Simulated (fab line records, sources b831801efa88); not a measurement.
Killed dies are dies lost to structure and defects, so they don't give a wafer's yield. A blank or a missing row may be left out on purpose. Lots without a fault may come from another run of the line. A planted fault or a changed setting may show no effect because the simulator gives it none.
A struck lot beside a sound one | flow sky130 | 18 steps out of a route of 708
Sound: wafers L151.1, L151.3, L151.6. Struck: wafers L144.1, L144.5. (L144.2 of the same lot was not struck and is left out.) The cause comes at the end.
At each step with rows: each side's tool, then ch and its chambers, then its first start. Under that, the readings that differ: sound wafers | struck wafers | difference of the means | sigmas: that difference in standard deviations of wafers without a fault.
alike: readings whose means differ by less than 2 such deviations, and words and numbers that are the same on both sides. not compared: withheld readings, readings that some wafer has no value for, bounds like >300 that may hide the same value, and numbers for which the record gives no deviation and whose values overlap.
The two part at a step that has a row with sigmas, a row that says differs or no value, or rows on one side only. Numbers that don't overlap but have no deviation are shown without sigmas and don't part them. A reading that every wafer of one side lacks parts them only if that side has two wafers or more.

first, 3 steps without rows for these wafers: SKY_SONOS_ONO_WET_ETCH_18 (etches Si3N4 in H3PO4, target depth 15 nm, time 172 s); SKY_GATE_OXIDE_CLEAN_00 (cleans in SC1/SC2, time 150 s); SKY_GATE_OXIDE_OXIDATION_01 (stabilise 600 s, purge 300 s, target thk 10.268 nm).
SKY_GATE_OXIDE_THK_MEAS_02:
  sound on film_metro-04, day 20 02:41; struck on film_metro-01, day 17 15:07
  alike: GATE_OXIDE_OXIDATION_00_THK
then, 7 steps without rows for these wafers: SKY_GATE_OXIDE_DEHYDRATE_03 (time 60 s); SKY_GATE_OXIDE_HMDS_04 (prime time 60 s); SKY_GATE_OXIDE_COAT_05 (resist thk 1140 nm); SKY_GATE_OXIDE_SOFTBAKE_06 (time 60 s); SKY_GATE_OXIDE_EXPOSE_07 (exposes mask LVOM, target cd 600 nm); SKY_GATE_OXIDE_PEB_08; SKY_GATE_OXIDE_DEVELOP_09 (develop time 60 s).
SKY_GATE_OXIDE_OVL_MEAS_10:
  sound on overlay-02, day 21 09:34; struck on overlay-02, day 18 21:08
  alike: GATE_OXIDE_OVL
SKY_GATE_OXIDE_IMPLANT_11:
  sound on implanter-02 ch 0, day 21 09:35; struck on implanter-01 ch 0, day 18 21:11
  reading            | sound             | struck      | difference | sigmas
  beam_on_s (s)      | 9.89 10.24 10.02  | 11.59 11.15 | +1.32      | +7
  faraday_current_uA | 14.79 14.33 14.59 | 12.65 13.14 | -1.68      | -6
then, 1 step without rows for these wafers: SKY_GATE_OXIDE_WET_ETCH_12 (etches SiO2 in dHF, target depth 16.8 nm, time 336 s).
SKY_GATE_OXIDE_STRIP_13: strips in O2/N2.
  sound on plasma_asher-04 ch 0,1, day 21 09:52; struck on plasma_asher-04 ch 0,1, day 18 21:26
  alike: drypump_motor_current_A, n2_flow_sccm, o2_flow_sccm, oes_product_au, strip_time_to_endpoint_s
  not compared: rf_hours_counter_h
SKY_GATE_OXIDE_TW_MEAS_14:
  sound on film_metro-04, day 21 09:58; struck on film_metro-03, day 18 21:32
  reading       | sound             | struck      | difference | sigmas
  GATE_OXIDE_TW | 224.9 225.4 224.7 | 232.3 231.9 | +7.1       | +4
then, 1 step without rows for these wafers: SKY_GATE_OXIDE_CLEAN_15 (cleans in SC1/SC2, time 150 s).
-- the record jumps here: 30 days lie between the struck wafers' starts before and after (it left off in module GATE_OXIDE and takes up again in module PAD_OPEN, whose first step shown is number 708 of the route) --
SKY_PAD_OPEN_PROBE_99:
  sound on prober-02, day 50 20:01; struck on prober-01, day 49 07:10
  reading                                  | sound                | struck        | difference | sigmas
  model.etest.tip_p.rs_ohm_sq              | 6872 6844 6829       | 6639 6648     | -205       |
  model.etest.pfet_01v8_lvt.drive_ua_um    | 176.2 180.8 174.8    | 192.2 192.6   | +15.1      |
  model.etest.pfet_01v8.drive_ua_um        | 192.6 195.3 189.1    | 213.1 213.5   | +21.0      |
  model.etest.pfet_01v8_mvt.drive_ua_um    | 150.3 153.1 150.6    | 167.6 167.8   | +16.4      |
  model.etest.pfet_01v8_hvt.drive_ua_um    | 144 144.6 139.1      | 161.5 159.7   | +18.0      |
  model.etest.pfet_01v8_lvt.off_log10_a_um | -8.626 -8.586 -8.609 | -7.253 -7.357 | +1.302     |
  model.etest.pfet_01v8_mvt.off_log10_a_um | -10.76 -10.79 -10.87 | -9.487 -9.51  | +1.308     |
  model.etest.pfet_01v8.off_log10_a_um     | -9.774 -9.589 -10.2  | -8.671 -8.773 | +1.132     |
  alike: killed_at_M0_to_M3, killed_at_M4_up, killed_at_contacts, killed_at_front_end, killed_at_other, killed_dies, killed_open, killed_short

WHERE THEY PART
First at SKY_GATE_OXIDE_IMPLANT_11; last, within this record, at SKY_GATE_OXIDE_TW_MEAS_14. Later steps at which nothing parts them and some readings are alike: SKY_PAD_OPEN_PROBE_99.

WHY: what the simulator had put in
Process parameter drift: implanter-01, from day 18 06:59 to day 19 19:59, at SKY_GATE_OXIDE_IMPLANT_11. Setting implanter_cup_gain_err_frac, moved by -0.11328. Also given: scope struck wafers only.
